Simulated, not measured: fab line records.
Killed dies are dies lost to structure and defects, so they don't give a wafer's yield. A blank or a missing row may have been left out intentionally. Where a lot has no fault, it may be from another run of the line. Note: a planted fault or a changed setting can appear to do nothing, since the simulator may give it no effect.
Which tool did it? | flow sky130 | 30 wafers sampled from 10 lots at 1 step of a route of 708

WHAT THE GAUGES READ, wafer by wafer
SKY_LI_CONTACT_CD_MEAS_12: target cd 170 nm.
lot  | measured     | on       | cdNm (nm)
L595 | day 29 20:35 | cdSem-02 | 170.8 169.4 170.0
L596 | day 29 23:12 | cdSem-01 | 168.9 170.5 169.2
L599 | day 31 08:25 | cdSem-02 | 171.6 170.8 170.4
L601 | day 32 00:18 | cdSem-01 | 171.7 172.2 172.3
L602 | day 32 04:23 | cdSem-02 | 170.4 169.9 171.1
L603 | day 32 12:01 | cdSem-02 | 169.5 170.6 171.9
L604 | day 32 20:50 | cdSem-02 | 169.7 168.7 171.2
L613 | day 35 17:37 | cdSem-02 | 169.5 168.0 169.3
L614 | day 36 01:14 | cdSem-02 | 168.4 170.5 171.2
L615 | day 36 05:56 | cdSem-02 | 172.0 173.0 169.9

WHICH TOOL RAN EACH LOT (tool, then ch and the chambers of the sampled wafers, then the start)
There is no process step in the record ahead of these readings.

THE ANSWER, worked out from the rows above alone
Rule: what is usual is taken from the lots themselves. The widest of any qualifying gaps counts: lots, ordered by their means at a reading, are off when they make up no more than a third of the lots, leave a main group of 4 or more, and stand apart from it by 3 or more times the standard deviation of that group's means. Not used: any main group whose means are identical at the precision the tables above print for the reading. Also off: a lot with no number at a reading for which 4 or more lots have one. All remaining lots with rows at the step are treated as sound.
Nothing can be told from this: no lot is off at any reading shown.

WHAT THE SIMULATOR HAD PUT IN
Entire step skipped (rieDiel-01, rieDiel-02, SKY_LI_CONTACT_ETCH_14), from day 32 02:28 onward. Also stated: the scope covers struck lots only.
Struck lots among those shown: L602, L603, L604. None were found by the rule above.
